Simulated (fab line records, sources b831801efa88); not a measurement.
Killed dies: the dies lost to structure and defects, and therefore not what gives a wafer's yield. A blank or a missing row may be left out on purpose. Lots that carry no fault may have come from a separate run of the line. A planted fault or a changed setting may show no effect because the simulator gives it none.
Comparing a struck lot with a sound one | flow sky130 | 13 steps out of a route of 708
Sound: wafers L722.4, L722.5, L722.6. Wafers struck: L717.1, L717.4, L717.6. Last of all comes the cause.
Per side, at each step with rows, come the tool, then ch with its chambers, and then its first start. Under that, the readings that differ: sound wafers | struck wafers | difference of the means | sigmas: that difference in standard deviations of wafers without a fault.
alike: words and numbers the same on both sides, and readings whose means are apart by under 2 such deviations; not compared: readings that were withheld, readings missing a value for some wafer, numbers with overlapping values and no deviation given by the record, and bounds like >300 which may hide the same value.
The two part at a step that has a row with sigmas, a row that says differs or no value, or rows on one side only. Numbers that don't overlap but have no deviation are shown without sigmas and don't part them. A reading that every wafer of one side lacks parts them only if that side has two wafers or more.

SKY_FIELD_ISO_BOW_MEAS_00:
  sound on film_metro-03, day 5 14:04; struck on film_metro-03, day 4 13:00
  alike: INCOMING_BOW
then, 1 step without rows for these wafers: SKY_FIELD_ISO_OXIDATION_01 (stabilise 600 s, purge 300 s, target thk 12 nm).
SKY_FIELD_ISO_THK_MEAS_02:
  sound on film_metro-01, day 5 16:28; struck on film_metro-02, day 4 14:59
  alike: FIELD_ISO_OXIDATION_00_THK
then, 1 step without rows for these wafers: SKY_FIELD_ISO_CVD_03 (deposits Si3N4 from DCS/NH3, target thk 165 nm, time 2830 s).
SKY_FIELD_ISO_THK_MEAS_04:
  sound on film_metro-01, day 5 18:19; struck on film_metro-01, day 4 16:50
  alike: FIELD_ISO_CVD_03_THK
then, 6 steps without rows for these wafers: SKY_FIELD_ISO_DEHYDRATE_05 (time 60 s); SKY_FIELD_ISO_HMDS_06 (prime time 60 s); SKY_FIELD_ISO_COAT_07 (resist thk 60 nm); SKY_FIELD_ISO_COAT_08 (resist thk 450 nm); SKY_FIELD_ISO_SOFTBAKE_09 (time 90 s); SKY_FIELD_ISO_EXPOSE_10 (exposes mask FOM, target cd 150 nm).
SKY_FIELD_ISO_PEB_11:
  struck on litho_track-04, day 5 10:00; sound on litho_track-02 ch 0, day 6 12:00
  reading         | sound          | struck | difference                    | sigmas
  exhaust_pa (Pa) | 45.6 46.8 45.8 | - - -  | no value on the struck wafers |
  not compared: chill_plate_temp_C, resist_line_temp_C
then, 1 step without rows for these wafers: SKY_FIELD_ISO_DEVELOP_12 (develop time 60 s).

== WHERE THEY PART ==
At SKY_FIELD_ISO_PEB_11 and nowhere else, as far as this record goes.

WHY: what had been put in by the simulator
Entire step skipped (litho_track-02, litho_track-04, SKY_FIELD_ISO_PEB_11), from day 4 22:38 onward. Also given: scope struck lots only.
